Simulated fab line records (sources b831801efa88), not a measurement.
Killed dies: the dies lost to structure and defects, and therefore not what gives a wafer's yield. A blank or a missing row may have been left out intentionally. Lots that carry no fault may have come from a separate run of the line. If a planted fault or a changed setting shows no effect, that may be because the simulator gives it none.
fab line records	flow sky130
record: lots: 15	wafers: 45	lastDay: 50
route steps=708 shown VIA1@482 VIA2@527 METAL3@534
lots that met no fault: taken from a fault-free run of the same line
startH: start of the lot's first displayed wafer, in hours after the record's first day	waitH: how many hours have passed since the lot's step before this one	" the same as in the row above	L1.1+2: a row that stands for several wafers	- no value, or no start given	* or withheld: withheld	< > ~ a bound
route shown NAME@n: names a module that has steps shown in the file, with the first one's number in the route	usual: mean/standard deviation of fault-free wafers	same: alike in all rows	chamber/n: place in a boat	sites: each site's reading	_std_site: standard deviation across them	_edge_site: inner sites' mean taken away from outer sites' mean	radiusMm: for every site, how far away it sits from the centre of the wafer	mask NAME#n: copy n	behind: tool/chamber where the wafer was last shaped	hold: why the lot was held/for how many hours/how that ended	device: the n, p or np transistor that did not switch	end of line: tests of these same wafers at the route's end	step lacking rows: just its recipe	killed: dies that structure and defects cost at the first sort, which is not the same as the wafer's yield	map: shows each die of a wafer: x if killed, . if not, _ if none is there
set.NAME: the setting that was run; set.NAME@STEP: the one run at that earlier step	model.NAME: the simulator's own value behind a step, which no gauge read
one table for each step of the route and one row for each wafer, over a sample of lots
services: from which hour (startH, from the record's first day; less than 0 if before it) a tool's chamber was out of use, for how many hours, and why
== steps ==
step: SKY_VIA1_CMP_24
recipe: stopOn: SiO2	tOverpolishS: 15	downForcePsi: 3.5	platenRpm: 60	targetThkNm: 0	padVelocityMS: 0.94248
usual: motorCurrentA: 10.7/1.6	overpolishRunS: 15.000/0.0081	slurryFilterDpKPa: 13.50/0.15	timeToEndpointS: 65.5/2.7
same: tOverpolishS: 15
lot.wafer	tool	chamber	startH	waitH	motorCurrentA	overpolishRunS	slurryFilterDpKPa	timeToEndpointS
L258.3	cmp-02	0	799.48	0.0	8.9	14.992	13.65	65.6
L258.2	"	1	"	"	11.6	14.996	13.35	70.1
L258.6	"	1	"	"	11.6	15.003	13.49	64.9
L259.1	cmp-02	0	804.55	0.1	9.7	14.991	13.78	62.9
L259.6	"	3	"	"	10.7	15.003	13.39	62.0
L259.5	"	0	"	"	9.4	15.005	13.68	63.6
L260.1	cmp-02	0	810.11	0.1	9.4	14.993	13.42	62.8
L260.2	"	3	"	"	10.8	15.006	13.67	61.1
L260.5	"	0	"	"	9.3	15.011	13.56	62.1
L261.4	cmp-02	0	837.85	0.1	9.6	14.991	13.17	64.2
L261.5	"	2	"	"	11.8	14.986	13.63	67.8
L261.6	"	3	"	"	10.9	14.996	13.39	66.7
L264.2	cmp-01	2	873.66	0.0	8.3	15.008	13.45	65.7
L264.1	"	3	"	"	11.7	14.999	13.38	65.8
L264.4	"	1	"	"	9.9	14.989	13.31	65.9
L267.2	cmp-02	2	874.32	0.0	11.2	15.004	13.53	65.4
L267.3	"	1	"	"	11.9	14.995	13.65	64.4
L267.6	"	2	"	"	12.1	14.998	13.48	62.5
L269.3	cmp-02	1	893.90	0.0	12.0	15.005	13.37	68.0
L269.1	"	3	"	"	10.8	14.997	13.65	62.7
L269.5	"	2	"	"	11.5	14.981	13.66	69.4
L270.3	cmp-01	0	901.01	0.0	12.5	14.990	13.44	69.6
L270.1	"	3	"	"	11.4	15.006	13.61	65.3
L270.5	"	1	"	"	9.5	14.998	13.53	68.2
L272.1	cmp-02	1	911.26	0.1	11.9	14.993	13.44	67.8
L272.6	"	1	"	"	11.5	14.995	13.83	66.0
L272.5	"	2	"	"	12.8	14.996	13.22	66.5
L273.2	cmp-02	0	921.96	0.2	9.3	14.994	13.55	64.9
L273.1	"	1	"	"	11.2	14.988	13.54	66.8
L273.4	"	2	"	"	11.9	15.000	13.52	66.0
L274.2	cmp-02	3	926.49	0.1	10.6	15.006	13.57	63.6
L274.4	"	1	"	"	12.1	14.992	13.37	70.4
L274.6	"	3	"	"	10.4	14.992	13.47	63.4
L275.3	cmp-01	1	933.21	0.0	9.6	15.018	13.75	62.9
L275.2	"	3	"	"	11.4	15.004	13.35	64.4
L275.4	"	0	"	"	13.0	14.992	13.70	65.2
L278.4	cmp-01	3	948.00	0.1	11.4	14.982	13.28	68.8
L278.1	"	0	"	"	12.9	15.018	13.51	72.5
L278.5	"	2	"	"	8.1	14.998	13.27	69.5
L279.2	cmp-01	2	956.93	0.0	7.8	15.007	13.49	69.2
L279.4	"	1	"	"	9.5	14.995	13.66	69.4
L279.5	"	3	"	"	12.1	15.000	13.28	66.1
L280.4	cmp-02	1	958.18	0.0	11.7	15.010	13.35	63.8
L280.3	"	2	"	"	12.4	15.010	13.66	65.7
L280.6	"	1	"	"	11.4	15.010	13.18	64.0
step: SKY_VIA2_SPUTTER_20
recipe: material: TiN	targetThkNm: 20	chamberPressurePa: 5	powerW: 4000	timeS: 80
usual: cathodeDcPowerW: 4000.1/0.76	chamberPressurePa: 4.999/0.0097	throttleValvePct: 30.4/0.69
lot.wafer	tool	chamber	startH	waitH	cathodeDcPowerW	chamberPressurePa	throttleValvePct
L258.2	pvdSputter-03	-	854.40	0.0	3999.9	4.993	30.7
L258.3	"	-	"	"	3999.8	5.012	29.8
L258.6	"	-	"	"	4000.4	4.995	30.6
L259.1	pvdSputter-04	-	860.34	0.0	4001.1	4.999	29.9
L259.5	"	-	"	"	3998.2	4.994	29.8
L259.6	"	-	"	"	4000.0	4.997	30.2
L260.1	pvdSputter-04	-	865.62	0.0	4000.7	4.998	30.8
L260.2	"	-	"	"	4000.4	4.992	29.5
L260.5	"	-	"	"	3999.9	4.991	30.0
L261.4	pvdSputter-04	-	892.11	0.0	4000.3	5.000	29.9
L261.5	"	-	"	"	3999.9	4.995	30.6
L261.6	"	-	"	"	3998.9	4.990	29.8
L264.1	pvdSputter-03	-	927.43	0.0	4001.4	4.985	29.7
L264.2	"	-	"	"	3999.8	4.998	30.7
L264.4	"	-	"	"	3999.7	4.995	30.5
L267.2	pvdSputter-03	-	928.62	0.0	4001.0	4.998	31.2
L267.3	"	-	"	"	3999.5	5.004	30.7
L267.6	"	-	"	"	4000.3	4.999	30.9
L269.1	pvdSputter-04	-	946.87	0.0	4000.4	5.015	30.4
L269.3	"	-	"	"	3999.7	5.001	30.9
L269.5	"	-	"	"	4000.0	4.992	29.9
L270.1	pvdSputter-04	-	953.20	0.0	4000.2	4.996	31.0
L270.3	"	-	"	"	4000.3	5.009	30.6
L270.5	"	-	"	"	3999.0	5.003	29.6
L272.1	pvdSputter-04	-	962.67	0.0	3999.8	5.002	30.2
L272.5	"	-	"	"	4002.0	4.989	30.4
L272.6	"	-	"	"	3999.7	4.991	29.7
L273.1	pvdSputter-01	-	971.39	0.0	-	-	-
L273.2	"	-	"	"	-	-	-
L273.4	"	-	"	"	-	-	-
L274.2	pvdSputter-04	-	989.84	0.0	-	-	-
L274.4	"	-	"	"	-	-	-
L274.6	"	-	"	"	-	-	-
L275.2	pvdSputter-01	-	992.13	0.0	-	-	-
L275.3	"	-	"	"	-	-	-
L275.4	"	-	"	"	-	-	-
L278.1	pvdSputter-03	-	996.87	0.0	4000.5	4.999	29.6
L278.4	"	-	"	"	4000.9	4.991	31.1
L278.5	"	-	"	"	3999.8	4.984	29.7
L279.2	pvdSputter-01	-	1003.97	0.0	3999.8	5.011	31.7
L279.4	"	-	"	"	4000.6	5.000	30.3
L279.5	"	-	"	"	4000.5	5.005	30.8
L280.3	pvdSputter-01	-	1006.38	0.0	4000.0	4.992	31.9
L280.4	"	-	"	"	4001.9	4.996	29.2
L280.6	"	-	"	"	3999.7	4.979	30.5
step: SKY_METAL3_SPUTTER_02
recipe: material: AlCu	targetThkNm: 735	powerW: 10600	timeS: 39.1	chamberPressurePa: 0.4
usual: cathodeDcPowerW: 10600/1.9	chamberPressurePa: 0.4000/0.00084	throttleValvePct: 30.3/0.62
lot.wafer	tool	chamber	startH	waitH	cathodeDcPowerW	chamberPressurePa	throttleValvePct
L258.2	pvdSputter-03	-	855.12	0.0	10597	0.3999	31.1
L258.3	"	-	"	"	10602	0.3999	30.7
L258.6	"	-	"	"	10603	0.3994	30.7
L259.1	pvdSputter-03	-	861.06	0.0	10598	0.3992	30.6
L259.5	"	-	"	"	10601	0.4006	31.1
L259.6	"	-	"	"	10602	0.4001	30.8
L260.1	pvdSputter-02	-	866.34	0.0	10601	0.3999	29.3
L260.2	"	-	"	"	10601	0.4004	29.9
L260.5	"	-	"	"	10600	0.3984	29.7
L261.4	pvdSputter-03	-	892.83	0.0	10600	0.4009	30.7
L261.5	"	-	"	"	10597	0.3991	30.7
L261.6	"	-	"	"	10598	0.3986	30.0
L264.1	pvdSputter-04	-	928.15	0.0	10604	0.3993	29.8
L264.2	"	-	"	"	10598	0.3997	31.0
L264.4	"	-	"	"	10599	0.3994	29.6
L267.2	pvdSputter-03	-	929.33	0.0	10601	0.4012	31.3
L267.3	"	-	"	"	10598	0.3998	30.7
L267.6	"	-	"	"	10598	0.3992	29.6
L269.1	pvdSputter-04	-	947.59	0.0	10602	0.4003	31.0
L269.3	"	-	"	"	10600	0.3987	30.0
L269.5	"	-	"	"	10599	0.3989	30.0
L270.1	pvdSputter-03	-	953.92	0.0	10601	0.4000	30.6
L270.3	"	-	"	"	10600	0.3997	31.2
L270.5	"	-	"	"	10600	0.3983	31.2
L272.1	pvdSputter-02	-	963.39	0.0	10601	0.4006	31.3
L272.5	"	-	"	"	10599	0.3998	29.4
L272.6	"	-	"	"	10602	0.4000	30.2
L278.1	pvdSputter-03	-	997.59	0.0	10600	0.3985	31.2
L278.4	"	-	"	"	10601	0.4019	29.8
L278.5	"	-	"	"	10603	0.3996	30.7
L279.2	pvdSputter-04	-	1004.70	0.0	10601	0.4004	29.9
L279.4	"	-	"	"	10597	0.3991	29.8
L279.5	"	-	"	"	10597	0.3999	30.8
L280.3	pvdSputter-02	-	1007.10	0.0	10598	0.4011	31.3
L280.4	"	-	"	"	10601	0.3995	29.8
L280.6	"	-	"	"	10600	0.4002	29.5
step: SKY_METAL3_SPUTTER_03
recipe: material: Ti	targetThkNm: 5	powerW: 3000	timeS: 3.3	chamberPressurePa: 0.4
usual: cathodeDcPowerW: 3000.0/0.51	chamberPressurePa: 0.4000/0.00074	throttleValvePct: 30.3/0.64
lot.wafer	tool	chamber	startH	waitH	cathodeDcPowerW	chamberPressurePa	throttleValvePct
L258.2	pvdSputter-03	-	855.15	0.0	3000.0	0.3996	31.0
L258.3	"	-	"	"	3000.1	0.4001	30.7
L258.6	"	-	"	"	2999.6	0.3989	30.5
L259.1	pvdSputter-03	-	861.10	0.0	3001.0	0.4004	30.7
L259.5	"	-	"	"	3000.4	0.3995	31.3
L259.6	"	-	"	"	3000.2	0.3987	30.7
L260.1	pvdSputter-02	-	866.37	0.0	2998.8	0.3994	29.3
L260.2	"	-	"	"	2999.2	0.4007	29.8
L260.5	"	-	"	"	2999.8	0.3995	29.6
L261.4	pvdSputter-03	-	892.87	0.0	3000.8	0.4000	31.0
L261.5	"	-	"	"	2999.1	0.3991	30.6
L261.6	"	-	"	"	3000.3	0.4004	29.6
L264.1	pvdSputter-04	-	928.19	0.0	3000.2	0.3997	29.6
L264.2	"	-	"	"	2999.9	0.4008	30.8
L264.4	"	-	"	"	2999.5	0.4006	29.7
L267.2	pvdSputter-03	-	929.37	0.0	3001.4	0.3999	31.4
L267.3	"	-	"	"	2999.5	0.4008	31.0
L267.6	"	-	"	"	3000.4	0.4005	29.8
L269.1	pvdSputter-04	-	947.62	0.0	3000.3	0.4005	30.8
L269.3	"	-	"	"	2999.7	0.4006	30.0
L269.5	"	-	"	"	3000.2	0.4018	29.9
L270.1	pvdSputter-03	-	953.96	0.0	3000.2	0.4006	30.8
L270.3	"	-	"	"	2999.5	0.3990	31.3
L270.5	"	-	"	"	3000.1	0.4000	31.4
L272.1	pvdSputter-02	-	963.42	0.0	3000.1	0.4008	31.5
L272.5	"	-	"	"	3000.2	0.4008	29.5
L272.6	"	-	"	"	3000.1	0.3995	29.9
L278.1	pvdSputter-03	-	997.63	0.0	3000.8	0.3996	31.2
L278.4	"	-	"	"	3000.4	0.4001	29.8
L278.5	"	-	"	"	3000.0	0.4019	30.1
L279.2	pvdSputter-04	-	1004.74	0.0	2999.9	0.3991	29.8
L279.4	"	-	"	"	3000.3	0.4004	29.9
L279.5	"	-	"	"	3000.2	0.4005	30.9
L280.3	pvdSputter-02	-	1007.14	0.0	2999.8	0.3996	31.4
L280.4	"	-	"	"	2999.4	0.3999	29.8
L280.6	"	-	"	"	2998.9	0.3994	29.6
== services ==
tool	chamber	startH	hours	kind
pvdSputter-04	-	775.92	5.5	repair
pvdSputter-03	-	814.03	9.2	repair
pvdSputter-04	-	816.93	2.1	repair
cmp-01	-	830.80	5.8	pm
pvdSputter-02	-	832.51	12.7	repair
pvdSputter-03	-	842.93	0.7	repair
pvdSputter-01	-	845.03	0.9	repair
cmp-02	-	855.98	0.7	repair
pvdSputter-01	-	860.96	2.1	repair
cmp-01	-	862.67	0.3	repair
pvdSputter-03	-	898.83	0.7	repair
pvdSputter-01	-	909.97	1.9	repair
cmp-01	-	919.23	4.0	pm
pvdSputter-03	-	920.18	1.9	repair
cmp-01	-	923.23	-	consumableReplace:conditioner
cmp-01	-	923.23	-	consumableReplace:pad
pvdSputter-02	-	926.81	3.3	repair
cmp-01	-	933.86	1.7	repair
pvdSputter-04	-	942.44	1.1	repair
cmp-02	-	962.55	4.4	pm
cmp-02	-	973.63	6.0	pm
cmp-01	-	973.83	0.5	repair
pvdSputter-04	-	976.07	8.4	repair
cmp-02	-	1000.58	3.7	repair
== key ==
firstSign: step: SKY_VIA2_SPUTTER_20	reading: toolRecord	direction: missing
effect none on later readings
metAt SKY_VIA2_SPUTTER_20
struckLots L273,L274,L275
laterRowsLeftOut L273.1,L273.2,L273.4,L274.2,L274.4,L274.6,L275.2,L275.3,L275.4
sortLeftOut L273.1,L273.2,L273.4,L274.2,L274.4,L274.6,L275.2,L275.3,L275.4
notActingAt SKY_VIA1_CMP_24,SKY_METAL3_SPUTTER_02,SKY_METAL3_SPUTTER_03
onsetBetween 962.67 971.39
fault: kind: skippedStepWhole	tool: pvdSputter-01,pvdSputter-04	chamber: -	onsetH: 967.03	steps: SKY_VIA2_SPUTTER_20	scope: struckLotsOnly
sortLeftOut: the simulated sort isn't trusted on such a fault, so these wafers' sort isn't shown, and their yield isn't known
laterRowsLeftOut: the simulator's readings of these wafers behind a module that went badly wrong aren't trusted and aren't shown, but for the sort
